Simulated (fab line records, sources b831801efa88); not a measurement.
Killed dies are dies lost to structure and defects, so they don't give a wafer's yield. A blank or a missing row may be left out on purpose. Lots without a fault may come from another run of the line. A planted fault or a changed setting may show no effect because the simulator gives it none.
fab line records | flow gf180mcu
record lots=5 wafers=15 last_day=34
route steps=602 shown HV_LDD@222 NSD@235 PSD@248
lots that met no fault: from a run of the same line without faults
start_h: hours from the record's first day to the start of the lot's first wafer shown | wait_h: hours since the lot's step before | " the same as in the row above | L1.1+2: a row that stands for several wafers | - no value, or no start given | * or withheld: withheld | < > ~ a bound
route shown NAME@n: a module of which the file shows steps, and the number in the route of the first | usual: mean/standard deviation of fault-free wafers | same: alike in all rows | chamber/n: place in a boat | sites: the reading at each site | _std_site: their standard deviation | _edge_site: outer sites' mean less inner sites' | radius_mm: how far each site lies from the wafer's centre | mask NAME#n: copy n | behind: the tool/chamber that last shaped the wafer | hold: why the lot was held/for how many hours/how that ended | device: the transistor (n, p or np) that didn't switch | end of line: the same wafers' tests at the end of the route | a step without rows: its recipe alone | killed: dies lost to structure and defects at the first sort, not the wafer's yield | map: a wafer's dies, x killed, . not, _ none there
set.NAME: the setting as run; set.NAME@STEP: as run at that earlier step | model.NAME: the simulator's own value behind a step, which no gauge read
lots at some steps of the route; a table a step, a row a wafer
services: from which hour (start_h, from the record's first day; less than 0 if before it) a tool's chamber was out of use, for how many hours, and why
## steps
# step GF_HV_LDD_CD_MEAS_46
# recipe target_cd_nm=400
# usual cd_nm=400.0/2.3
# columns lot.wafer tool chamber start_h wait_h cd_nm
L074.1 cd_sem-01 - 270.49 0.1 398.2
L074.2 " - " " 396.6
L074.5 " - " " 399.0
L076.3 cd_sem-01 - 289.91 0.1 401.5
L076.5 " - " " 402.9
L076.6 " - " " 399.7
L083.2 cd_sem-02 - 347.64 0.1 400.8
L083.3 " - " " 401.1
L083.4 " - " " 403.0
L094.3 cd_sem-02 - 436.28 0.1 394.1
L094.4 " - " " 396.1
L094.6 " - " " 392.8
L096.1 cd_sem-01 - 455.39 0.1 401.4
L096.5 " - " " 401.4
L096.6 " - " " 400.1
# step GF_HV_LDD_OVL_MEAS_47
# usual HV_LDD_03_OVL=-0.4/1.3
# columns lot.wafer tool chamber start_h wait_h HV_LDD_03_OVL[nm]
L074.1 overlay-01 - 270.61 0.1 2.5
L074.2 " - " " 1.7
L074.5 " - " " 0.8
L076.3 overlay-01 - 290.00 0.1 0.8
L076.5 " - " " 1.2
L076.6 " - " " -0.6
L083.2 overlay-01 - 347.75 0.1 -1.4
L083.3 " - " " -2.2
L083.4 " - " " -1.8
L094.3 overlay-01 - 436.37 0.1 -0.2
L094.4 " - " " -0.6
L094.6 " - " " -0.1
L096.1 overlay-02 - 455.51 0.1 -0.5
L096.5 " - " " -1.3
L096.6 " - " " -0.6
# step GF_HV_LDD_IMPLANT_48
# recipe species=B energy_kev=25 dose_cm2=3e+13 tilt_deg=7
# usual beam_energy_keV=25.000/0.0079 faraday_current_uA=169/3.5
# columns lot.wafer tool chamber start_h wait_h beam_energy_keV faraday_current_uA
L074.1 implanter-01 0 270.65 0.0 24.992 173
L074.2 " 0 " " 25.008 169
L074.5 " 0 " " 25.004 170
L076.3 implanter-03 0 290.08 0.1 24.997 167
L076.5 " 0 " " 25.003 168
L076.6 " 0 " " 24.989 172
L083.2 implanter-03 0 347.80 0.0 25.006 166
L083.3 " 0 " " 25.014 169
L083.4 " 0 " " 25.006 171
L094.3 implanter-02 0 436.45 0.1 24.988 175
L094.4 " 0 " " 25.001 173
L094.6 " 0 " " 24.999 164
L096.1 implanter-01 0 455.55 0.0 24.994 164
L096.5 " 0 " " 24.998 169
L096.6 " 0 " " 24.997 170
# step GF_HV_LDD_STRIP_49
# recipe chemistry=O2/N2 power_w=1400 pressure_mtorr=1500 platen_temp_c=250 o2_flow_sccm=3000 n2_flow_sccm=300 overash_fraction=0.5
# usual drypump_motor_current_A=6.1/0.34 heater_power_w=339/24 oes_product_au=0.716/0.0045 strip_time_to_endpoint_s=12.63/0.039
# columns lot.wafer tool chamber start_h wait_h drypump_motor_current_A heater_power_w oes_product_au rf_hours_counter_h strip_time_to_endpoint_s
L074.1 plasma_asher-04 0 270.80 0.1 6.1 294 0.715 18 12.67
L074.2 " 1 " " 6.5 328 0.714 18 12.62
L074.5 " 0 " " 6.0 300 0.707 - 12.66
L076.3 plasma_asher-01 0 290.21 0.1 6.3 401 0.722 - 12.67
L076.5 " 1 " " 5.4 342 0.706 - 12.67
L076.6 " 0 " " 6.3 387 0.716 - 12.65
L083.2 plasma_asher-02 1 347.93 0.1 6.2 329 0.713 72 12.60
L083.3 " 1 " " 6.2 339 0.718 - 12.62
L083.4 " 0 " " 6.3 321 0.722 - 12.56
L094.3 plasma_asher-01 1 436.58 0.1 5.4 330 0.720 - 12.64
L094.4 " 0 " " 6.3 373 0.717 - 12.61
L094.6 " 0 " " 6.3 365 0.718 - 12.62
L096.1 plasma_asher-01 0 455.70 0.1 6.3 371 0.714 3 12.57
L096.5 " 0 " " 6.3 372 0.714 - 12.61
L096.6 " 1 " " 5.4 328 0.715 - 12.57
# step GF_HV_LDD_TW_MEAS_50
# usual HV_LDD_4_TW=573/5.3
# columns lot.wafer tool chamber start_h wait_h HV_LDD_4_TW
L074.1 film_metro-01 - 270.90 0.1 579
L074.2 " - " " 581
L074.5 " - " " 584
L076.3 film_metro-01 - 290.30 0.1 577
L076.5 " - " " 578
L076.6 " - " " 576
L083.2 film_metro-04 - 348.04 0.1 562
L083.3 " - " " 562
L083.4 " - " " 562
L094.3 film_metro-01 - 436.67 0.1 578
L094.4 " - " " 578
L094.6 " - " " 578
L096.1 film_metro-02 - 455.80 0.1 575
L096.5 " - " " 578
L096.6 " - " " 572
# step GF_HV_LDD_CLEAN_51
# recipe chemistry=SC1/SC2 mix=1:4:20 temp_c=70 time_s=150 dry=n2_spin
# usual temp_c=69.98/0.12
# columns lot.wafer tool chamber start_h wait_h temp_c
L074.1 wet_bench-04 2 270.96 0.1 69.99
L074.2 " 2 " " 70.10
L074.5 " 2 " " 69.92
L076.3 wet_bench-04 1 290.34 0.0 69.95
L076.5 " 1 " " 69.93
L076.6 " 1 " " 69.93
L083.2 wet_bench-03 2 348.09 0.0 70.07
L083.3 " 2 " " 70.19
L083.4 " 2 " " 69.94
L094.3 wet_bench-04 3 436.71 0.0 69.87
L094.4 " 3 " " 69.92
L094.6 " 3 " " 70.02
L096.1 wet_bench-04 2 455.86 0.1 70.12
L096.5 " 2 " " 70.00
L096.6 " 2 " " 69.90
# step GF_HV_LDD_RTA_52
# recipe temp_c=1000 time_s=10 ambient=N2
# usual lamp_power_pct=32.8/0.35 wafer_temp_C_max=1004.2/0.9
# columns lot.wafer tool chamber start_h wait_h lamp_power_pct wafer_temp_C_max
L074.1 rtp_anneal-01 0 271.01 0.0 32.5 1002.6
L074.2 " 0 " " 32.5 1004.5
L074.5 " 0 " " 32.5 1004.1
L076.3 rtp_anneal-01 0 290.41 0.0 32.5 1002.9
L076.5 " 0 " " 32.4 1004.5
L076.6 " 0 " " 32.5 1006.7
L083.2 rtp_anneal-02 0 348.15 0.0 33.2 1004.7
L083.3 " 0 " " 33.2 1005.3
L083.4 " 0 " " 33.2 1003.4
L094.3 rtp_anneal-01 0 436.78 0.0 32.5 1003.0
L094.4 " 0 " " 32.5 1004.0
L094.6 " 0 " " 32.5 1003.5
L096.1 rtp_anneal-02 0 455.91 0.0 33.2 1005.4
L096.5 " 0 " " 33.2 1003.5
L096.6 " 0 " " 33.1 1003.8
# step GF_HV_LDD_RS_MEAS_53
# recipe thk_meas_gauge=four-point-probe
# usual HV_LDD_RS=419.0/0.9
# columns lot.wafer tool chamber start_h wait_h HV_LDD_RS[ohm/sq]
L074.1 film_metro-02 - 271.07 0.1 418.5
L074.2 " - " " 418.3
L074.5 " - " " 419.3
L076.3 film_metro-01 - 290.49 0.1 419.3
L076.5 " - " " 419.8
L076.6 " - " " 418.1
L083.2 film_metro-04 - 348.22 0.1 419.0
L083.3 " - " " 419.9
L083.4 " - " " 419.2
L094.3 film_metro-04 - 436.86 0.1 418.8
L094.4 " - " " 418.2
L094.6 " - " " 419.3
L096.1 film_metro-04 - 455.97 0.1 419.1
L096.5 " - " " 418.8
L096.6 " - " " 419.1
# step GF_HV_LDD_CVD_54
# recipe material=SiO2 target_thk_nm=10 precursor=TEOS temp_c=680 time_s=75 pressure_mtorr=400
# usual spike_tc_upper_C=680.3/1.8 zone_power_lower_pct=10.1/1.5
# columns lot.wafer tool chamber start_h wait_h spike_tc_upper_C zone_power_lower_pct
L074.1 lpcvd-01 1 271.19 0.1 679.1 11.6
L074.2 " 1 " " 679.1 11.9
L074.5 " 1 " " 679.5 11.6
L076.3 lpcvd-01 0 290.57 0.1 683.1 7.9
L076.5 " 0 " " 683.9 8.0
L076.6 " 0 " " 682.8 8.0
L083.2 lpcvd-01 1 348.56 0.3 680.4 11.8
L083.3 " 1 " " 679.4 11.9
L083.4 " 1 " " 680.2 11.7
L094.3 lpcvd-01 0 437.29 0.4 682.7 8.0
L094.4 " 0 " " 681.6 8.0
L094.6 " 0 " " 681.1 8.0
L096.1 lpcvd-02 1 456.09 0.1 678.6 11.6
L096.5 " 1 " " 679.2 11.4
L096.6 " 1 " " 677.5 11.4
# step GF_HV_LDD_THK_MEAS_55
# recipe reads=SiO2_of_HV_LDD_CVD_54
# usual HV_LDD_CVD_54_THK=10.00/0.15
# columns lot.wafer tool chamber start_h wait_h HV_LDD_CVD_54_THK[nm]
L074.1 film_metro-02 - 272.22 0.0 9.85
L074.2 " - " " 10.17
L074.5 " - " " 9.96
L076.3 film_metro-04 - 291.61 0.0 10.11
L076.5 " - " " 10.14
L076.6 " - " " 10.28
L083.2 film_metro-04 - 349.59 0.0 10.11
L083.3 " - " " 10.03
L083.4 " - " " 10.09
L094.3 film_metro-02 - 438.33 0.0 10.21
L094.4 " - " " 10.16
L094.6 " - " " 9.95
L096.1 film_metro-04 - 457.11 0.0 10.05
L096.5 " - " " 10.14
L096.6 " - " " 10.09
# step GF_HV_LDD_CVD_56
# recipe material=Si3N4 precursor=DCS/NH3 target_thk_nm=90 temp_c=770 time_s=1543 pressure_mtorr=250
# usual spike_tc_upper_C=769.7/1.8 zone_power_lower_pct=13.8/1.8
# columns lot.wafer tool chamber start_h wait_h spike_tc_upper_C zone_power_lower_pct
L074.1 lpcvd-02 1 272.41 0.2 768.8 14.6
L074.2 " 1 " " 768.2 14.6
L074.5 " 1 " " 768.9 14.5
L076.3 lpcvd-01 1 291.65 0.0 770.2 15.3
L076.5 " 1 " " 769.9 15.0
L076.6 " 1 " " 770.8 15.0
L083.2 lpcvd-02 1 349.64 0.0 767.8 14.8
L083.3 " 1 " " 770.2 14.7
L083.4 " 1 " " 767.9 14.6
L094.3 lpcvd-01 1 438.37 0.0 771.4 14.7
L094.4 " 1 " " 769.6 14.7
L094.6 " 1 " " 769.7 14.8
L096.1 lpcvd-01 1 457.17 0.1 770.0 15.1
L096.5 " 1 " " 768.6 14.8
L096.6 " 1 " " 771.0 14.8
# step GF_HV_LDD_THK_MEAS_57
# recipe reads=Si3N4_of_HV_LDD_CVD_56
# usual HV_LDD_CVD_56_THK=90.3/0.56
# columns lot.wafer tool chamber start_h wait_h HV_LDD_CVD_56_THK[nm]
L074.1 film_metro-04 - 273.84 0.0 90.9
L074.2 " - " " 90.6
L074.5 " - " " 90.3
L076.3 film_metro-02 - 293.10 0.0 90.9
L076.5 " - " " 90.1
L076.6 " - " " 90.9
L083.2 film_metro-04 - 351.08 0.0 90.7
L083.3 " - " " 89.9
L083.4 " - " " 89.9
L094.3 film_metro-01 - 439.82 0.0 89.9
L094.4 " - " " 91.4
L094.6 " - " " 89.6
L096.1 film_metro-01 - 458.60 0.0 89.8
L096.5 " - " " 89.9
L096.6 " - " " 89.7
# step GF_HV_LDD_ETCHBACK_58
# recipe chemistry=CH3F/O2 target=Si3N4 stop_on=SiO2 source_w=400 bias_w=80 pressure_mtorr=25 ch3f_flow_sccm=40 O2_flow_sccm=30 time_s=100 target_depth_a=900
# usual drypump_motor_current_A=5.7/0.5 oes_product_au=0.845/0.0052 throttle_valve_pct=10.560/0.01
# columns lot.wafer tool chamber start_h wait_h drypump_motor_current_A oes_product_au rf_hours_counter_h throttle_valve_pct
L074.1 rie_diel-01 0 273.90 0.1 5.4 0.850 132 10.558
L074.2 " 3 " " 5.2 0.855 2 10.555
L074.5 " 3 " " 5.2 0.845 - 10.567
L076.3 rie_diel-04 3 293.14 0.0 6.3 0.847 2 10.553
L076.5 " 3 " " 6.3 0.844 - 10.568
L076.6 " 0 " " 6.1 0.847 - 10.568
L083.2 rie_diel-01 1 351.13 0.0 5.2 0.846 46 10.574
L083.3 " 3 " " 5.2 0.851 4 10.548
L083.4 " 2 " " 6.5 0.836 4 10.566
L094.3 rie_diel-02 1 439.86 0.0 5.6 0.847 13 10.548
L094.4 " 0 " " 6.2 0.858 11 10.581
L094.6 " 0 " " 6.2 0.844 - 10.554
L096.1 rie_diel-04 3 458.66 0.1 6.4 0.841 7 10.564
L096.5 " 3 " " 6.4 0.848 - 10.576
L096.6 " 0 " " 6.1 0.853 - 10.563
# step GF_NSD_DEHYDRATE_00
# recipe temp_c=200 time_s=60
# columns lot.wafer tool chamber start_h wait_h
L074.1+2+5 litho_track-02 0 283.52 9.6
L076.3+5+6 litho_track-03 0 302.86 9.7
L083.2+3+4 litho_track-03 0 359.94 8.8
L094.3+4+6 litho_track-03 0 451.51 11.6
L096.1+5+6 litho_track-04 0 470.34 11.6
# step GF_NSD_HMDS_01
# recipe prime_time_s=60 prime_temp_c=120
# columns lot.wafer tool chamber start_h wait_h
L074.1+2+5 litho_track-02 0 283.67 0.1
L076.3+5+6 litho_track-03 0 303.01 0.1
L083.2+3+4 litho_track-03 0 360.09 0.1
L094.3+4+6 litho_track-03 0 451.66 0.1
L096.1+5+6 litho_track-04 0 470.49 0.1
# step GF_NSD_COAT_02
# recipe resist=NOVOLAK spin_rpm=3000 resist_thk_nm=1000
# columns lot.wafer tool chamber start_h wait_h
L074.1+2+5 litho_track-02 0 283.82 0.1
L076.3+5+6 litho_track-03 0 303.16 0.1
L083.2+3+4 litho_track-03 0 360.24 0.1
L094.3+4+6 litho_track-03 0 451.81 0.1
L096.1+5+6 litho_track-04 0 470.64 0.1
# step GF_NSD_SOFTBAKE_03
# recipe temp_c=90 time_s=60 resist=NOVOLAK
# columns lot.wafer tool chamber start_h wait_h
L074.1+2+5 litho_track-02 0 283.97 0.1
L076.3+5+6 litho_track-03 0 303.31 0.1
L083.2+3+4 litho_track-03 0 360.39 0.1
L094.3+4+6 litho_track-03 0 451.96 0.1
L096.1+5+6 litho_track-04 0 470.79 0.1
# step GF_NSD_EXPOSE_04
# recipe mask_id=Nplus target_cd_nm=400 na=0.6 source_shape=conventional sigma_outer=0.6 dose_mj=140
# columns lot.wafer tool chamber start_h wait_h mask
L074.1+2+5 iline_stepper-02 0 - - Nplus#0
L076.3+5+6 iline_stepper-02 0 - - Nplus#0
L083.2+3+4 iline_stepper-02 0 - - Nplus#0
L094.3+4+6 iline_stepper-01 0 - - Nplus#0
L096.1+5+6 iline_stepper-02 0 - - Nplus#0
# step GF_NSD_PEB_05
# recipe temp_c=withheld time_s=* resist=NOVOLAK
# columns lot.wafer tool chamber start_h wait_h
L074.1+2+5 litho_track-03 0 - -
L076.3+5+6 litho_track-02 0 - -
L083.2+3+4 litho_track-03 0 - -
L094.3+4+6 litho_track-04 0 - -
L096.1+5+6 litho_track-02 0 - -
# step GF_NSD_DEVELOP_06
# recipe develop_time_s=60 dev_temp_c=23
# columns lot.wafer tool chamber start_h wait_h
L074.1+2+5 litho_track-03 0 293.81 0.1
L076.3+5+6 litho_track-02 0 313.47 0.1
L083.2+3+4 litho_track-03 0 372.09 0.1
L094.3+4+6 litho_track-04 0 463.79 0.1
L096.1+5+6 litho_track-02 0 482.47 0.1
# step GF_NSD_CD_MEAS_07
# recipe target_cd_nm=400
# usual cd_nm=399.9/2
# columns lot.wafer tool chamber start_h wait_h cd_nm
L074.1 cd_sem-02 - 294.01 0.2 401.4
L074.2 " - " " 402.4
L074.5 " - " " 401.4
L076.3 cd_sem-01 - 313.61 0.1 398.5
L076.5 " - " " 399.0
L076.6 " - " " 397.9
L083.2 cd_sem-02 - 372.23 0.1 397.6
L083.3 " - " " 398.8
L083.4 " - " " 400.2
L094.3 cd_sem-01 - 463.93 0.1 400.2
L094.4 " - " " 400.6
L094.6 " - " " 399.3
L096.1 cd_sem-01 - 482.62 0.1 400.4
L096.5 " - " " 399.0
L096.6 " - " " 398.8
# step GF_NSD_OVL_MEAS_08
# usual NSD_OVL=1.1/1.2
# columns lot.wafer tool chamber start_h wait_h NSD_OVL[nm]
L074.1 overlay-02 - 294.13 0.1 2.4
L074.2 " - " " 1.5
L074.5 " - " " 1.1
L076.3 overlay-02 - 313.70 0.1 -1.4
L076.5 " - " " 1.8
L076.6 " - " " -0.8
L083.2 overlay-01 - 372.34 0.1 1.6
L083.3 " - " " 3.5
L083.4 " - " " 3.1
L094.3 overlay-01 - 464.02 0.1 -1.0
L094.4 " - " " -0.9
L094.6 " - " " 1.7
L096.1 overlay-02 - 482.74 0.1 -1.4
L096.5 " - " " -0.1
L096.6 " - " " 0.8
# step GF_NSD_IMPLANT_09
# recipe species=As energy_kev=60 dose_cm2=4e+15 tilt_deg=7
# usual beam_energy_keV=60.001/0.019 faraday_current_uA=13348/1400
# columns lot.wafer tool chamber start_h wait_h beam_energy_keV faraday_current_uA
L074.1 implanter-04 0 294.16 0.0 60.012 15115
L074.2 " 0 " " 59.984 15419
L074.5 " 0 " " 60.008 15927
L076.3 implanter-04 0 313.78 0.1 60.010 14894
L076.5 " 0 " " 59.993 14597
L076.6 " 0 " " 60.007 15843
L083.2 implanter-01 0 372.39 0.0 60.018 13062
L083.3 " 0 " " 60.027 12663
L083.4 " 0 " " 60.008 12462
L094.3 implanter-04 0 464.10 0.1 60.017 15436
L094.4 " 0 " " 60.023 15471
L094.6 " 0 " " 59.990 15427
L096.1 implanter-01 0 482.77 0.0 59.966 12680
L096.5 " 0 " " 59.998 12546
L096.6 " 0 " " 59.991 12605
# step GF_NSD_IMPLANT_10
# recipe species=P energy_kev=40 dose_cm2=5e+14 tilt_deg=7
# usual beam_energy_keV=39.997/0.014 faraday_current_uA=2779/54
# columns lot.wafer tool chamber start_h wait_h beam_energy_keV faraday_current_uA
L074.1 implanter-04 0 294.31 0.1 39.992 2776
L074.2 " 0 " " 40.002 2823
L074.5 " 0 " " 39.998 2783
L076.3 implanter-04 0 313.93 0.1 39.984 2724
L076.5 " 0 " " 40.019 2730
L076.6 " 0 " " 40.021 2805
L083.2 implanter-01 0 372.54 0.1 40.020 2673
L083.3 " 0 " " 40.008 2807
L083.4 " 0 " " 40.011 2792
L094.3 implanter-04 0 464.25 0.1 40.006 2705
L094.4 " 0 " " 40.010 2753
L094.6 " 0 " " 40.012 2807
L096.1 implanter-01 0 482.92 0.1 39.997 2754
L096.5 " 0 " " 39.982 2745
L096.6 " 0 " " 39.985 2729
# step GF_NSD_STRIP_11
# recipe chemistry=O2/N2 power_w=1400 pressure_mtorr=1500 platen_temp_c=250 o2_flow_sccm=3000 n2_flow_sccm=300 overash_fraction=0.5
# usual drypump_motor_current_A=5.9/0.4 heater_power_w=359/35 oes_product_au=0.487/0.0049 strip_time_to_endpoint_s=22.96/0.038
# columns lot.wafer tool chamber start_h wait_h drypump_motor_current_A heater_power_w oes_product_au rf_hours_counter_h strip_time_to_endpoint_s
L074.1 plasma_asher-03 1 294.46 0.1 5.8 401 0.493 41 22.93
L074.2 " 0 " " 5.4 375 0.483 41 22.91
L074.5 " 1 " " 5.8 397 0.484 - 22.94
L076.3 plasma_asher-04 1 314.06 0.1 6.4 345 0.487 - 22.91
L076.5 " 1 " " 6.4 349 0.486 - 22.92
L076.6 " 0 " " 6.0 291 0.486 - 22.93
L083.2 plasma_asher-04 0 372.67 0.1 6.1 297 0.485 27 22.98
L083.3 " 0 " " 6.0 290 0.489 - 22.94
L083.4 " 1 " " 6.5 339 0.484 - 22.99
L094.3 plasma_asher-01 0 464.38 0.1 6.3 366 0.487 - 22.92
L094.4 " 1 " " 5.4 331 0.494 - 22.96
L094.6 " 0 " " 6.3 372 0.482 - 22.95
L096.1 plasma_asher-04 0 483.07 0.1 6.1 304 0.488 40 22.94
L096.5 " 1 " " 6.5 333 0.497 - 22.92
L096.6 " 0 " " 6.1 292 0.487 - 22.91
# step GF_NSD_TW_MEAS_12
# usual NSD_TW=4258/45
# columns lot.wafer tool chamber start_h wait_h NSD_TW
L074.1 film_metro-03 - 294.56 0.1 4259
L074.2 " - " " 4253
L074.5 " - " " 4267
L076.3 film_metro-03 - 314.15 0.1 4218
L076.5 " - " " 4236
L076.6 " - " " 4239
L083.2 film_metro-04 - 372.78 0.1 4227
L083.3 " - " " 4230
L083.4 " - " " 4218
L094.3 film_metro-04 - 464.47 0.1 4238
L094.4 " - " " 4247
L094.6 " - " " 4251
L096.1 film_metro-03 - 483.17 0.1 4268
L096.5 " - " " 4262
L096.6 " - " " 4257
# step GF_PSD_DEHYDRATE_00
# recipe temp_c=200 time_s=60
# columns lot.wafer tool chamber start_h wait_h
L074.1+2+5 litho_track-03 0 304.41 9.8
L076.3+5+6 litho_track-02 0 324.47 10.3
L083.2+3+4 litho_track-03 0 382.59 9.8
L094.3+4+6 litho_track-02 0 475.77 11.3
L096.1+5+6 litho_track-01 0 494.63 11.4
# step GF_PSD_HMDS_01
# recipe prime_time_s=60 prime_temp_c=120
# columns lot.wafer tool chamber start_h wait_h
L074.1+2+5 litho_track-03 0 304.56 0.1
L076.3+5+6 litho_track-02 0 324.62 0.1
L083.2+3+4 litho_track-03 0 382.74 0.1
L094.3+4+6 litho_track-02 0 475.92 0.1
L096.1+5+6 litho_track-01 0 494.78 0.1
# step GF_PSD_COAT_02
# recipe resist=NOVOLAK spin_rpm=3000 resist_thk_nm=1000
# columns lot.wafer tool chamber start_h wait_h
L074.1+2+5 litho_track-03 0 304.71 0.1
L076.3+5+6 litho_track-02 0 324.77 0.1
L083.2+3+4 litho_track-03 0 382.89 0.1
L094.3+4+6 litho_track-02 0 476.07 0.1
L096.1+5+6 litho_track-01 0 494.93 0.1
# step GF_PSD_SOFTBAKE_03
# recipe temp_c=90 time_s=60 resist=NOVOLAK
# columns lot.wafer tool chamber start_h wait_h
L074.1+2+5 litho_track-03 0 304.86 0.1
L076.3+5+6 litho_track-02 0 324.92 0.1
L083.2+3+4 litho_track-03 0 383.04 0.1
L094.3+4+6 litho_track-02 0 476.22 0.1
L096.1+5+6 litho_track-01 0 495.08 0.1
# step GF_PSD_EXPOSE_04
# recipe mask_id=Pplus target_cd_nm=400 na=0.6 source_shape=conventional sigma_outer=0.6 dose_mj=140
# columns lot.wafer tool chamber start_h wait_h mask
L074.1+2+5 iline_stepper-01 0 - - Pplus#0
L076.3+5+6 iline_stepper-02 0 - - Pplus#0
L083.2+3+4 iline_stepper-01 0 - - Pplus#0
L094.3+4+6 iline_stepper-01 0 - - Pplus#0
L096.1+5+6 iline_stepper-01 0 - - Pplus#0
# step GF_PSD_PEB_05
# recipe temp_c=withheld time_s=* resist=NOVOLAK
# columns lot.wafer tool chamber start_h wait_h
L074.1+2+5 litho_track-03 0 - -
L076.3+5+6 litho_track-02 0 - -
L083.2+3+4 litho_track-03 0 - -
L094.3+4+6 litho_track-03 0 - -
L096.1+5+6 litho_track-02 0 - -
# step GF_PSD_DEVELOP_06
# recipe develop_time_s=60 dev_temp_c=23
# columns lot.wafer tool chamber start_h wait_h
L074.1+2+5 litho_track-03 0 315.56 0.1
L076.3+5+6 litho_track-02 0 335.32 0.1
L083.2+3+4 litho_track-03 0 394.64 0.1
L094.3+4+6 litho_track-03 0 487.56 0.1
L096.1+5+6 litho_track-02 0 506.82 0.1
# step GF_PSD_CD_MEAS_07
# recipe target_cd_nm=400
# usual cd_nm=399.9/2.6
# columns lot.wafer tool chamber start_h wait_h cd_nm
L074.1 cd_sem-02 - 315.71 0.1 400.6
L074.2 " - " " 398.1
L074.5 " - " " 401.0
L076.3 cd_sem-02 - 335.46 0.1 401.8
L076.5 " - " " 401.0
L076.6 " - " " 400.1
L083.2 cd_sem-02 - 394.78 0.1 402.6
L083.3 " - " " 403.4
L083.4 " - " " 403.6
L094.3 cd_sem-02 - 487.70 0.1 400.1
L094.4 " - " " 401.1
L094.6 " - " " 403.2
L096.1 cd_sem-01 - 506.97 0.1 400.3
L096.5 " - " " 403.6
L096.6 " - " " 399.7
# step GF_PSD_OVL_MEAS_08
# usual PSD_OVL=0.3/1.2
# columns lot.wafer tool chamber start_h wait_h PSD_OVL[nm]
L074.1 overlay-01 - 315.83 0.1 -0.5
L074.2 " - " " 1.3
L074.5 " - " " 0.3
L076.3 overlay-02 - 335.55 0.1 -1.3
L076.5 " - " " -1.6
L076.6 " - " " -1.0
L083.2 overlay-02 - 394.89 0.1 0.8
L083.3 " - " " -1.0
L083.4 " - " " 0.2
L094.3 overlay-02 - 487.79 0.1 1.5
L094.4 " - " " 2.3
L094.6 " - " " 2.3
L096.1 overlay-01 - 507.09 0.1 -0.2
L096.5 " - " " 0.8
L096.6 " - " " 0.6
# step GF_PSD_IMPLANT_09
# recipe species=BF2 energy_kev=40 dose_cm2=1.5e+15 tilt_deg=7
# usual beam_energy_keV=39.998/0.012 faraday_current_uA=8271/160
# columns lot.wafer tool chamber start_h wait_h beam_energy_keV faraday_current_uA
L074.1 implanter-03 0 315.87 0.0 39.995 8156
L074.2 " 0 " " 40.002 8163
L074.5 " 0 " " 40.001 8301
L076.3 implanter-02 0 335.63 0.1 40.023 8205
L076.5 " 0 " " 39.983 8413
L076.6 " 0 " " 39.989 8207
L083.2 implanter-02 0 394.94 0.0 40.016 8167
L083.3 " 0 " " 39.983 8381
L083.4 " 0 " " 40.018 8312
L094.3 implanter-02 0 487.86 0.1 40.001 8023
L094.4 " 0 " " 39.982 8233
L094.6 " 0 " " 40.019 8710
L096.1 implanter-03 0 507.12 0.0 39.997 7992
L096.5 " 0 " " 40.004 8197
L096.6 " 0 " " 39.988 8099
# step GF_PSD_STRIP_10
# recipe chemistry=O2/N2 power_w=1400 pressure_mtorr=1500 platen_temp_c=250 o2_flow_sccm=3000 n2_flow_sccm=300 overash_fraction=0.5
# usual drypump_motor_current_A=6.0/0.34 heater_power_w=349/33 oes_product_au=0.592/0.0048 strip_time_to_endpoint_s=16.51/0.034
# columns lot.wafer tool chamber start_h wait_h drypump_motor_current_A heater_power_w oes_product_au rf_hours_counter_h strip_time_to_endpoint_s
L074.1 plasma_asher-02 1 316.02 0.1 6.2 331 0.594 68 16.49
L074.2 " 0 " " 6.3 336 0.590 68 16.46
L074.5 " 0 " " 6.4 341 0.598 - 16.48
L076.3 plasma_asher-02 0 335.76 0.1 6.3 344 0.583 - 16.54
L076.5 " 0 " " 6.4 333 0.596 - 16.54
L076.6 " 1 " " 6.2 340 0.592 - 16.53
L083.2 plasma_asher-02 1 395.07 0.1 6.2 338 0.593 77 16.49
L083.3 " 1 " " 6.3 327 0.594 - 16.49
L083.4 " 0 " " 6.3 330 0.586 - 16.48
L094.3 plasma_asher-04 1 488.00 0.1 6.4 342 0.588 - 16.45
L094.4 " 0 " " 6.0 293 0.587 - 16.49
L094.6 " 1 " " 6.5 336 0.594 - 16.48
L096.1 plasma_asher-02 0 507.27 0.1 6.3 336 0.592 88 16.58
L096.5 " 0 " " 6.3 331 0.591 - 16.52
L096.6 " 1 " " 6.2 331 0.593 - 16.54
# step GF_PSD_TW_MEAS_11
# usual PSD_TW=3189/27
# columns lot.wafer tool chamber start_h wait_h PSD_TW
L074.1 film_metro-04 - 316.12 0.1 3186
L074.2 " - " " 3173
L074.5 " - " " 3172
L076.3 film_metro-03 - 335.85 0.1 3179
L076.5 " - " " 3168
L076.6 " - " " 3160
L083.2 film_metro-03 - 395.18 0.1 3184
L083.3 " - " " 3200
L083.4 " - " " 3196
L094.3 film_metro-01 - 488.08 0.1 3231
L094.4 " - " " 3215
L094.6 " - " " 3216
L096.1 film_metro-01 - 507.37 0.1 3187
L096.5 " - " " 3178
L096.6 " - " " 3183
# step GF_PSD_CLEAN_12
# recipe chemistry=SC1/SC2 mix=1:4:20 temp_c=70 time_s=150 dry=n2_spin
# usual temp_c=70.00/0.12
# columns lot.wafer tool chamber start_h wait_h temp_c
L074.1 wet_bench-01 2 316.18 0.1 69.96
L074.2 " 2 " " 70.12
L074.5 " 2 " " 70.11
L076.3 wet_bench-01 2 335.89 0.0 70.17
L076.5 " 2 " " 70.02
L076.6 " 2 " " 70.15
L083.2 wet_bench-01 1 395.23 0.0 69.99
L083.3 " 1 " " 69.84
L083.4 " 1 " " 70.02
L094.3 wet_bench-03 3 488.12 0.0 69.97
L094.4 " 3 " " 69.81
L094.6 " 3 " " 69.94
L096.1 wet_bench-02 1 507.43 0.1 70.07
L096.5 " 1 " " 69.96
L096.6 " 1 " " 69.97
## services
# columns tool chamber start_h hours kind
iline_stepper-02 - 259.88 2.1 pm
implanter-02 - 260.47 14.4 repair
implanter-04 - 260.63 1.7 repair
implanter-04 - 265.85 2.8 repair
implanter-02 - 285.72 1.0 repair
implanter-01 - 286.83 10.4 repair
implanter-01 - 292.20 6.8 repair
iline_stepper-02 - 300.64 1.3 repair
iline_stepper-01 - 326.02 1.7 pm
implanter-02 - 336.73 1.3 repair
implanter-04 - 337.73 6.0 pm
plasma_asher-04 - 348.01 2.8 repair
plasma_asher-04 - 350.83 15.6 pm
lpcvd-01 - 382.48 14.6 pm
implanter-04 - 412.06 1.9 repair
lpcvd-01 - 420.79 2.0 repair
lpcvd-01 - 424.79 6.0 pm
iline_stepper-02 - 427.58 1.7 pm
plasma_asher-04 - 434.94 2.1 repair
iline_stepper-02 - 436.76 4.4 pm
iline_stepper-02 - 444.73 5.0 repair
plasma_asher-02 - 456.12 2.5 repair
implanter-01 - 476.67 4.7 pm
plasma_asher-02 - 478.82 2.8 pm
## key
fault none
